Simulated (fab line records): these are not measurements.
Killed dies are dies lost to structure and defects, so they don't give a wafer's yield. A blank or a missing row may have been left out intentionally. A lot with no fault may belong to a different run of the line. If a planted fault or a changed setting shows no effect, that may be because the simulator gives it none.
A sampling plan put to the test | flow gf180mcu | each of the 52 faults these records tell of, on one fab line, judged from the records of the lots it struck
The line's own looks make up the plan; these are the steps of the route where a gauge or inspection reads the wafer and leaves it unchanged. A look is open to judgement when struck wafers have a number at it and the file gives its usual mean and standard deviation on fault-free wafers. Caught: 4 or more of those standard deviations (sigma) separate the usual mean from the mean of the struck wafers at a look after the fault's first step. On the tool: the same test on the tool's own readings at the fault's steps. Caught also covers a different recipe on the struck wafers, or a record left blank for those wafers only.

THE FAULTS, as the simulator had put them in
1. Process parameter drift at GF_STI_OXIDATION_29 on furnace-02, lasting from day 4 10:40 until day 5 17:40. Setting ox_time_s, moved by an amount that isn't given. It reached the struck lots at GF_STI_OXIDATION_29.
2. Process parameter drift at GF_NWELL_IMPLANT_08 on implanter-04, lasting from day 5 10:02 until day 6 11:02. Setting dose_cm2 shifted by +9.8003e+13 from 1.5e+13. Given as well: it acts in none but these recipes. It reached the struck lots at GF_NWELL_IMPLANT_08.
3. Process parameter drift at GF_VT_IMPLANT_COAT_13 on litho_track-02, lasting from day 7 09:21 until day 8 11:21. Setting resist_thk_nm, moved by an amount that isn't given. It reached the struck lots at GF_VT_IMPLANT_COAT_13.
4. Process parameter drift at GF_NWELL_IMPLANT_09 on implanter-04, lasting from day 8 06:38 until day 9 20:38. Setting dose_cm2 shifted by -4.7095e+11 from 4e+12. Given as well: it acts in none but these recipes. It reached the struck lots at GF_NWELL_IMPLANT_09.
5. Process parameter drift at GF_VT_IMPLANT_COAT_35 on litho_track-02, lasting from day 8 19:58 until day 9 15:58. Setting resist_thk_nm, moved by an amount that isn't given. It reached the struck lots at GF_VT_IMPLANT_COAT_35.
6. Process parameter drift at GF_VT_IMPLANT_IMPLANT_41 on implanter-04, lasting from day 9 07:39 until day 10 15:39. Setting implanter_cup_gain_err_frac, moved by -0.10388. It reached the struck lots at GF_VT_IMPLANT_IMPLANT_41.
7. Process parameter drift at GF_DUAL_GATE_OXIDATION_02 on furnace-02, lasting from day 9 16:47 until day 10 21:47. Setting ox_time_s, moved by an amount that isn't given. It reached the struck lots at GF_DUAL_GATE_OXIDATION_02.
8. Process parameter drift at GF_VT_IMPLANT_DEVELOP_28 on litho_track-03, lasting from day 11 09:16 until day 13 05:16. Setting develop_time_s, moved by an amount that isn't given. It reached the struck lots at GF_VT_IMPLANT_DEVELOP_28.
9. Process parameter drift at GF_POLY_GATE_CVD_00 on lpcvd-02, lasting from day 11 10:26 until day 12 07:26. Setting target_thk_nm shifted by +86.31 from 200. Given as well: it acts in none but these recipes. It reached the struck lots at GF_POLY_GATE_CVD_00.
10. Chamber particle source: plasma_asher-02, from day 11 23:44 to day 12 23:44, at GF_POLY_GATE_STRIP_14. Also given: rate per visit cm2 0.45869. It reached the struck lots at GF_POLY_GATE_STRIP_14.
11. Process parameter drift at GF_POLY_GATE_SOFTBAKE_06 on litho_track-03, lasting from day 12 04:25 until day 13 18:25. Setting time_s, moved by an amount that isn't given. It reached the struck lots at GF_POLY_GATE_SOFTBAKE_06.
12. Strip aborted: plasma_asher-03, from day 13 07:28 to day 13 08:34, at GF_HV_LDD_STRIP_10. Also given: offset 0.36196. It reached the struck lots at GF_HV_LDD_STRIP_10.
13. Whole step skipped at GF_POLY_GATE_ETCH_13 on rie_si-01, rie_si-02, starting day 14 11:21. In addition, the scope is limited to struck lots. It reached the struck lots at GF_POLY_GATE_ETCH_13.
14. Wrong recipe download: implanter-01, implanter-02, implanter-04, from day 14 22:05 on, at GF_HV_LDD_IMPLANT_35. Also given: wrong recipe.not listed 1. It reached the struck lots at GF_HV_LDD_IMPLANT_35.
15. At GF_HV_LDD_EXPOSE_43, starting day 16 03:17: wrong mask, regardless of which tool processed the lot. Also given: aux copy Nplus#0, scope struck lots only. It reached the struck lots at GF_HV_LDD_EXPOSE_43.
16. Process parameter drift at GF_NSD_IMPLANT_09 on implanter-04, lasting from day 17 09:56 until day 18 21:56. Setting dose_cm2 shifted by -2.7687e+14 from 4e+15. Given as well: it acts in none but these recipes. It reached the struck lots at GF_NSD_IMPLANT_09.
17. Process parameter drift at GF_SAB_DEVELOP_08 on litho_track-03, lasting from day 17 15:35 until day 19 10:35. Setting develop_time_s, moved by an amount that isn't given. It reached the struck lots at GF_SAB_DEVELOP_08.
18. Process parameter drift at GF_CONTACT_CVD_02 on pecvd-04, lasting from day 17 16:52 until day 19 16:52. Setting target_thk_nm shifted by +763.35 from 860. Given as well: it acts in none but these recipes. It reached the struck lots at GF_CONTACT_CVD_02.
19. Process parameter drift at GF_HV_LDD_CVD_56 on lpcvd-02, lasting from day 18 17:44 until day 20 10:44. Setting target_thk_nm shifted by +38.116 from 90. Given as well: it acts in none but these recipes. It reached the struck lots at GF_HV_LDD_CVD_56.
20. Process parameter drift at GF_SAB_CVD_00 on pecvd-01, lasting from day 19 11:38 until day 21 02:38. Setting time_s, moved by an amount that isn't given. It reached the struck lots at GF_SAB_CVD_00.
21. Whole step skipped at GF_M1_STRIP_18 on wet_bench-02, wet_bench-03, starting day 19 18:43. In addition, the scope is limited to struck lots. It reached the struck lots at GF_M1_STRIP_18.
22. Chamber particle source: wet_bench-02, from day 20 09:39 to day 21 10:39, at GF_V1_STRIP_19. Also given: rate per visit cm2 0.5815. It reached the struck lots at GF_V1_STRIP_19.
23. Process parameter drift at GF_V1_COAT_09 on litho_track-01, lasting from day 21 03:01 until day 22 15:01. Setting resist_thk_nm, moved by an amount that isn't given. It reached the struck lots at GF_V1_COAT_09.
24. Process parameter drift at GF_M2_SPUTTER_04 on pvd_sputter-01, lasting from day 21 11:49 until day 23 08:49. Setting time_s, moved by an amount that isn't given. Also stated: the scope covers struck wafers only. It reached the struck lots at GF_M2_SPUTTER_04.
25. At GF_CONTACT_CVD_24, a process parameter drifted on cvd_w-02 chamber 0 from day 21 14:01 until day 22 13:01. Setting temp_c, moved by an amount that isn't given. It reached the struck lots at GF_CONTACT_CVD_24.
26. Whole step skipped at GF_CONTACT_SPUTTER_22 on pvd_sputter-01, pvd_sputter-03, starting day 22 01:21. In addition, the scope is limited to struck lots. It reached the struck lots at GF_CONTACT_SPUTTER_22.
27. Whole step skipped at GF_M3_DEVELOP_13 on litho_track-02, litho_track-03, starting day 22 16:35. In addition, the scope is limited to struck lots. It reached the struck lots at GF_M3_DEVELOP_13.
28. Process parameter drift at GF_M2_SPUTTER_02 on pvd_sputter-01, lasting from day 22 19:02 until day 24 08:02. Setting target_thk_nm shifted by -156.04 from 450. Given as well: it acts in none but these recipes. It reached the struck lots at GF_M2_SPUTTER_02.
29. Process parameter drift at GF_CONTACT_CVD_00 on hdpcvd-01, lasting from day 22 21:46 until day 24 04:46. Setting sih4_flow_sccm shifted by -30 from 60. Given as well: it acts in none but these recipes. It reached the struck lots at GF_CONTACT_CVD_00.
30. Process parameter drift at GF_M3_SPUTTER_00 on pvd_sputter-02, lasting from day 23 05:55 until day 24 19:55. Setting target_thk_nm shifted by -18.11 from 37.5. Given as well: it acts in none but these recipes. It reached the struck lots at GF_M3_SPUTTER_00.
31. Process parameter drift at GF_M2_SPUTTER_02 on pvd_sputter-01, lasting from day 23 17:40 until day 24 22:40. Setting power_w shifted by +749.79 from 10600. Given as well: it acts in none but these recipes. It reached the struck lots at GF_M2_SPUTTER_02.
32. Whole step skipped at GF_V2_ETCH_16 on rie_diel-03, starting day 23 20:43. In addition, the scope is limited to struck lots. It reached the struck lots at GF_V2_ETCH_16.
33. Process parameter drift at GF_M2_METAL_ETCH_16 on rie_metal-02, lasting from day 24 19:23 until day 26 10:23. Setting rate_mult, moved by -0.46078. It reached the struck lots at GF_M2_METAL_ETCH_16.
34. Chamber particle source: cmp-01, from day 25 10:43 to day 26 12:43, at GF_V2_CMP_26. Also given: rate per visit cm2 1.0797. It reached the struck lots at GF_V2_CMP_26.
35. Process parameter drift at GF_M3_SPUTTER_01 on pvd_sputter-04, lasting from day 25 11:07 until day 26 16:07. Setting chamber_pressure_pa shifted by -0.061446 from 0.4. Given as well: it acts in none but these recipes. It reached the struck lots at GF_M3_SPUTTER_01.
36. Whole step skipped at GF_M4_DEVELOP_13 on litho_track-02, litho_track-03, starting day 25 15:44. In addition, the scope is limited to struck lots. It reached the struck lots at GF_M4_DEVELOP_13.
37. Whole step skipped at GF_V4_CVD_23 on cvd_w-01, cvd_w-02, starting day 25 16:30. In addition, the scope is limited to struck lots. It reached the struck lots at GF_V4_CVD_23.
38. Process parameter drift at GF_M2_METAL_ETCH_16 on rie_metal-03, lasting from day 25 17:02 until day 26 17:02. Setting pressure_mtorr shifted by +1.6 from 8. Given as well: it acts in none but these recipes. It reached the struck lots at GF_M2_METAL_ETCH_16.
39. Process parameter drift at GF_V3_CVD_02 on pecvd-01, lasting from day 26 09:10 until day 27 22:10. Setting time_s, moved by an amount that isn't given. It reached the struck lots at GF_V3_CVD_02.
40. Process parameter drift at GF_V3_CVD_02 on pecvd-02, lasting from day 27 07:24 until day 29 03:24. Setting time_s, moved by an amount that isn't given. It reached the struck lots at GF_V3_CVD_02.
41. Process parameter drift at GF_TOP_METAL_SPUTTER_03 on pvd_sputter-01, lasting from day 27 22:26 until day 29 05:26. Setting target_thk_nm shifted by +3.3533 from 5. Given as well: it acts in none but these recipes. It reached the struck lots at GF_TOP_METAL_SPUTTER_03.
42. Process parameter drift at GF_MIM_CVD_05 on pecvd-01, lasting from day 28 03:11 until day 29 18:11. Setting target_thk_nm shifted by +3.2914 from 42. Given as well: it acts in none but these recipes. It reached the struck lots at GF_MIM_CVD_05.
43. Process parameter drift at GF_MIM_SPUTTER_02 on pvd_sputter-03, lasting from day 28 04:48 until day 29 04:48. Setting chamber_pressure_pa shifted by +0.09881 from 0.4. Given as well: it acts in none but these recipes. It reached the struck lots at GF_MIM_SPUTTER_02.
44. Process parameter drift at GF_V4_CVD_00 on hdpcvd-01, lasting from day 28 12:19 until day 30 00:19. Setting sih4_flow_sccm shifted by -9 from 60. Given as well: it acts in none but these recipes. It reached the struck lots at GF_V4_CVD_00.
45. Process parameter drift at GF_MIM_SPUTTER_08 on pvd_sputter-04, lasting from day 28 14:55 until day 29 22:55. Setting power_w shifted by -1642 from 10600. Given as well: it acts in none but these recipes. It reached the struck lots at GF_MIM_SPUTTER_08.
46. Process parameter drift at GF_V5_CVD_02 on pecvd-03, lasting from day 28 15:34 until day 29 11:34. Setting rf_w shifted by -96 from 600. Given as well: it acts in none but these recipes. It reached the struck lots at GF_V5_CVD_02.
47. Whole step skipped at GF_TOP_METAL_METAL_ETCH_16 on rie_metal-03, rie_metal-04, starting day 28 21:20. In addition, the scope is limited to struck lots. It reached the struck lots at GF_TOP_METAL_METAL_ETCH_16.
48. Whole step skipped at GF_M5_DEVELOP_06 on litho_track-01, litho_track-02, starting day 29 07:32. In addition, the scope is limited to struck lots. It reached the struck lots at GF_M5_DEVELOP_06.
49. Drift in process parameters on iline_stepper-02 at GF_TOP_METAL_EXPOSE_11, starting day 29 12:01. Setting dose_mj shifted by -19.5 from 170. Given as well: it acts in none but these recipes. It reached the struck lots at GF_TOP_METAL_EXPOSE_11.
50. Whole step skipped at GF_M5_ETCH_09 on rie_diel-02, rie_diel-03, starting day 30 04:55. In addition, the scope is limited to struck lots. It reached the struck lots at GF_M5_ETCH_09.
51. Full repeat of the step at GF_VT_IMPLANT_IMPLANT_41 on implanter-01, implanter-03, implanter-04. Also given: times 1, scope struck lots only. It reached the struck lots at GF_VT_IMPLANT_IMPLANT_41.
52. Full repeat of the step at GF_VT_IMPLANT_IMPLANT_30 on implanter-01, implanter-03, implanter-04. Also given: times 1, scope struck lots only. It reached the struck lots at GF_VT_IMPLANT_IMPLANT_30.

WHAT THE PLAN SAW
fault | on the tool itself                               | first look that catches it                      | reading, sigma                                      | median hours from its first step to that look | hours from the fault's start to the first struck lot there | judged looks passed uncaught
1     | under 2 sigma                                    | GF_STI_THK_MEAS_30                              | STI_OXIDATION_02_THK -16                            | 1.4                                           | 4                                                          | 0
2     | dose_ions_cm2 +99 or beyond sigma                | GF_NWELL_TW_MEAS_11                             | NWELL_TW +63                                        | 0.4                                           | 4                                                          | 0
3     | no reading that can be judged                    | no look after it can be judged                  | -                                                   | -                                             | -                                                          | 0
4     | dose_ions_cm2 -99 or beyond sigma                | GF_VT_IMPLANT_RS_MEAS_47                        | NWELL_RS +8.0                                       | 131.9                                         | 137                                                        | 0
5     | no reading that can be judged                    | no look after it can be judged                  | -                                                   | -                                             | -                                                          | 0
6     | beam_on_s +5.4 sigma                             | no look after it can be judged                  | -                                                   | -                                             | -                                                          | 0
7     | under 2 sigma                                    | GF_DUAL_GATE_THK_MEAS_03                        | DUAL_GATE_OXIDATION_00_THK +6.5                     | 1.5                                           | 12                                                         | 0
8     | under 2 sigma                                    | GF_VT_IMPLANT_TW_MEAS_32                        | VT_IMPLANT_3_TW -65                                 | 0.4                                           | 4                                                          | 0
9     | under 2 sigma                                    | GF_POLY_GATE_THK_MEAS_01                        | POLY_GATE_CVD_00_THK +45                            | 1.3                                           | 5                                                          | 0
10    | under 2 sigma                                    | no look after it can be judged                  | -                                                   | -                                             | -                                                          | 0
11    | run_length_s +75 sigma                           | not the one look that can be judged after it    | strongest: cd_nm at GF_POLY_GATE_CD_MEAS_10, -2.2   | -                                             | -                                                          | 1
12    | oes_product_au +50 sigma                         | GF_HV_LDD_TW_MEAS_23                            | HV_LDD_2_TW -16                                     | 20.4                                          | 21                                                         | 0
13    | the tool's record is blank for the struck wafers | no look after it can be judged                  | -                                                   | -                                             | -                                                          | 0
14    | under 2 sigma                                    | GF_HV_LDD_TW_MEAS_38                            | HV_LDD_3_TW +8.8                                    | 0.4                                           | 5                                                          | 0
15    | no reading that can be judged                    | GF_HV_LDD_TW_MEAS_50                            | HV_LDD_4_TW -72                                     | 11.6                                          | 19                                                         | 0
16    | dose_ions_cm2 -61 sigma                          | GF_PSD_RS_MEAS_14                               | NSD_RS +4.1                                         | 24.9                                          | 40                                                         | 0
17    | under 2 sigma                                    | none of the 2 looks that can be judged after it | strongest: cd_nm at GF_SAB_CD_MEAS_09, +3.7         | -                                             | -                                                          | 2
18    | under 2 sigma                                    | GF_CONTACT_THK_MEAS_03                          | CONTACT_CVD_02_THK +68                              | 0.1                                           | 3                                                          | 0
19    | under 2 sigma                                    | GF_HV_LDD_THK_MEAS_57                           | HV_LDD_CVD_56_THK +45                               | 1.8                                           | 15                                                         | 0
20    | under 2 sigma                                    | GF_SAB_THK_MEAS_01                              | SAB_CVD_00_THK -10                                  | 0.0                                           | 9                                                          | 0
21    | the tool's record is blank for the struck wafers | no look after it can be judged                  | -                                                   | -                                             | -                                                          | 0
22    | under 2 sigma                                    | none of the 2 looks that can be judged after it | -                                                   | -                                             | -                                                          | 2
23    | under 2 sigma                                    | not the one look that can be judged after it    | -                                                   | -                                             | -                                                          | 1
24    | under 2 sigma                                    | none of the 7 looks that can be judged after it | strongest: M2_ALCU_THK at GF_M2_THK_MEAS_06, -3.2   | -                                             | -                                                          | 7
25    | susceptor_temp_C -42 sigma                       | GF_CONTACT_RS_MEAS_25                           | CONTACT_W_RS +10                                    | 0.1                                           | 10                                                         | 0
26    | the tool's record is blank for the struck wafers | no look after it can be judged                  | -                                                   | -                                             | -                                                          | 0
27    | no reading that can be judged                    | no look after it can be judged                  | -                                                   | -                                             | -                                                          | 0
28    | under 2 sigma                                    | GF_M2_RS_MEAS_05                                | M2_ALCU_RS +49                                      | 0.1                                           | 12                                                         | 0
29    | sih4_flow_sccm -99 or beyond sigma               | GF_CONTACT_THK_MEAS_01                          | CONTACT_CVD_00_THK -39                              | 0.1                                           | 9                                                          | 0
30    | under 2 sigma                                    | no look after it can be judged                  | -                                                   | -                                             | -                                                          | 0
31    | cathode_dc_power_W +99 or beyond sigma           | GF_M2_RS_MEAS_05                                | M2_ALCU_RS -5.1                                     | 0.1                                           | 11                                                         | 0
32    | the tool's record is blank for the struck wafers | no look after it can be judged                  | -                                                   | -                                             | -                                                          | 0
33    | oes_product_au -38 sigma                         | none of the 2 looks that can be judged after it | -                                                   | -                                             | -                                                          | 2
34    | under 2 sigma                                    | none of the 2 looks that can be judged after it | -                                                   | -                                             | -                                                          | 2
35    | chamber_pressure_pa -56 sigma                    | no look after it can be judged                  | -                                                   | -                                             | -                                                          | 0
36    | no reading that can be judged                    | no look after it can be judged                  | -                                                   | -                                             | -                                                          | 0
37    | the tool's record is blank for the struck wafers | GF_V4_RS_MEAS_24                                | V4_W_RS +99 or beyond                               | 0.1                                           | 7                                                          | 0
38    | chamber_pressure_mTorr +99 or beyond sigma       | no look after it can be judged                  | -                                                   | -                                             | -                                                          | 0
39    | run_length_s -10 sigma                           | not the one look that can be judged after it    | strongest: V3_CVD_02_THK at GF_V3_THK_MEAS_03, -2.7 | -                                             | -                                                          | 1
40    | run_length_s -99 or beyond sigma                 | GF_V3_THK_MEAS_03                               | V3_CVD_02_THK -40                                   | 0.1                                           | 8                                                          | 0
41    | under 2 sigma                                    | no look after it can be judged                  | -                                                   | -                                             | -                                                          | 0
42    | under 2 sigma                                    | GF_MIM_THK_MEAS_06                              | MIM_CVD_05_THK +5.1                                 | 0.0                                           | 35                                                         | 0
43    | chamber_pressure_pa +99 or beyond sigma          | no look after it can be judged                  | -                                                   | -                                             | -                                                          | 0
44    | sih4_flow_sccm -53 sigma                         | GF_V4_THK_MEAS_01                               | V4_CVD_00_THK -13                                   | 0.1                                           | 4                                                          | 0
45    | cathode_dc_power_W -99 or beyond sigma           | GF_MIM_RS_MEAS_10                               | MIM_ALCU_RS +18                                     | 0.1                                           | 7                                                          | 0
46    | rf_fwd_power_W -50 sigma                         | GF_V5_THK_MEAS_03                               | V5_CVD_02_THK -5.0                                  | 0.1                                           | 15                                                         | 0
47    | the tool's record is blank for the struck wafers | no look after it can be judged                  | -                                                   | -                                             | -                                                          | 0
48    | no reading that can be judged                    | no look after it can be judged                  | -                                                   | -                                             | -                                                          | 0
49    | exposure_dose_mJ_cm2 -85 sigma                   | GF_TOP_METAL_CD_MEAS_14                         | cd_nm +15                                           | 8.9                                           | 13                                                         | 0
50    | the tool's record is blank for the struck wafers | no look after it can be judged                  | -                                                   | -                                             | -                                                          | 0
51    | no reading that can be judged                    | GF_VT_IMPLANT_TW_MEAS_43                        | VT_IMPLANT_4_TW +17                                 | 0.6                                           | -                                                          | 0
52    | under 2 sigma                                    | GF_VT_IMPLANT_TW_MEAS_32                        | VT_IMPLANT_3_TW +17                                 | 0.6                                           | -                                                          | 0
A dash: this means the fault isn't caught or the number doesn't appear in these records.

Caught at a look: 26 of 52. Caught on the tool: 26 of 52. By one or the other: 39 of 52.
Faults 6, 11, 13, 21, 26, 32, 33, 35, 38, 39, 43, 47, 50 were caught on the tool alone.
Caught at a look alone: faults 1, 7, 8, 9, 14, 15, 18, 19, 20, 28, 42, 51, 52.
Caught by neither: faults 3, 5, 10, 17, 22, 23, 24, 27, 30, 34, 36, 41, 48.

THINNER SAMPLING
Were the look that catches a fault to measure just every second or every third lot (counted by lot number), the first struck lot would, at worst, be measured this late:
fault | struck lots at that look, in order of time | every lot | every second lot | every third lot
1     | L149, L150                                 | 4 h       | 10 h             | may miss all 2
2     | L564, L565                                 | 4 h       | 10 h             | may miss all 2
4     | L337, L338                                 | 137 h     | 139 h            | may miss all 2
7     | L235, L237                                 | 12 h      | may miss all 2   | may miss all 2
8     | L997, L999                                 | 4 h       | may miss all 2   | may miss all 2
9     | L364, L365                                 | 5 h       | 11 h             | may miss all 2
12    | L835                                       | 21 h      | may miss it      | may miss it
14    | L248, L249, L250, L251                     | 5 h       | 11 h             | 26 h
15    | L318                                       | 19 h      | may miss it      | may miss it
16    | L811, L812                                 | 40 h      | 51 h             | may miss all 2
18    | L979, L983                                 | 3 h       | may miss all 2   | may miss all 2
19    | L604, L605                                 | 15 h      | 18 h             | may miss all 2
20    | L442, L443                                 | 9 h       | 14 h             | may miss all 2
25    | L191, L192                                 | 10 h      | 13 h             | may miss all 2
28    | L588, L591                                 | 12 h      | 34 h             | may miss all 2
29    | L655, L656                                 | 9 h       | 10 h             | may miss all 2
31    | L645, L646                                 | 11 h      | 17 h             | may miss all 2
37    | L168, L169                                 | 7 h       | 14 h             | may miss all 2
40    | L627, L629                                 | 8 h       | may miss all 2   | may miss all 2
42    | L687, L688                                 | 35 h      | 37 h             | may miss all 2
44    | L192, L193                                 | 4 h       | 7 h              | may miss all 2
45    | L124, L125                                 | 7 h       | 15 h             | may miss all 2
46    | L235, L236                                 | 15 h      | 20 h             | may miss all 2
49    | L941, L942, L943, L945                     | 13 h      | 14 h             | 20 h
The hour figures run from when the fault began to the first measured lot among those it struck. The test against the limit of 4 sigma pooled every struck wafer, which means one lot taken alone may stay below that limit. Other struck lots may not be in these records.

THE LONGEST TIMED WAY FROM STEP TO LOOK
In fault 4, a median of 131.9 hours elapses between GF_NWELL_IMPLANT_09 and GF_VT_IMPLANT_RS_MEAS_47. No look between them can be judged.
